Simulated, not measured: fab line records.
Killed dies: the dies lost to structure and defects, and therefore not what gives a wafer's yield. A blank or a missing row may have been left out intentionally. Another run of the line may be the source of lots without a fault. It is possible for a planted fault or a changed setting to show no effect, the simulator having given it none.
Matching of chambers + flow sky130 + SKY_VIA1_ETCH_15 on rie diel-03: 4 sister chambers
The step etches SiO2 in C4F8/O2/Ar, stops on TiN, target depth 351 nm, time 54 s. 4 wafers are shown with their chamber, then 8 later ones without.

WAFERS WITH THEIR CHAMBER
| wafer  | chamber | oes product au (a.u.) |
|--------|---------|-----------------------|
| L082.3 | 3       | 0.986                 |
| L083.2 | 2       | 0.980                 |
| L083.5 | 1       | 0.982                 |
| L086.1 | 0       | 0.984                 |

WAFERS MISSING THEIR CHAMBER
| wafer  | oes product au (a.u.) |
|--------|-----------------------|
| L086.2 | 0.983                 |
| L086.5 | 0.984                 |
| L088.2 | 0.982                 |
| L088.3 | 0.983                 |
| L088.5 | 0.978                 |
| L090.1 | 0.982                 |
| L090.4 | 0.989                 |
| L090.5 | 0.977                 |

EACH ONE'S CHAMBER
| wafer  | from the rows above               | in truth |
|--------|-----------------------------------|----------|
| L086.2 | can't be placed: 0 or 1 or 2 or 3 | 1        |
| L086.5 | can't be placed: 0 or 1 or 3      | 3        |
| L088.2 | can't be placed: 1 or 0 or 2      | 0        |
| L088.3 | can't be placed: 0 or 1 or 2 or 3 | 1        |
| L088.5 | can't be placed: 2 or 1           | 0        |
| L090.1 | can't be placed: 1 or 0 or 2      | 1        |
| L090.4 | can't be placed: 3 or 0           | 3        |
| L090.5 | can't be placed: 2 or 1           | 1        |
0 of 8 placed correctly. These rows do not allow placing 8 (true chamber among the candidates in 7). Wrongly placed: 0.
How it was worked out, from the rows above alone: a wafer's distance from a chamber is the root of the sum, over the readings, of the square of ((its reading less the chamber's mean) divided by the reading's scatter). The wafer belongs to the nearest chamber; if the next one is less than 2 further off, it can't be placed. Each chamber's mean is taken over the wafers shown for it. The scatter (one wafer shown for each chamber): square how far every hidden wafer sits from the nearest shown wafer, average those squares and take the square root.
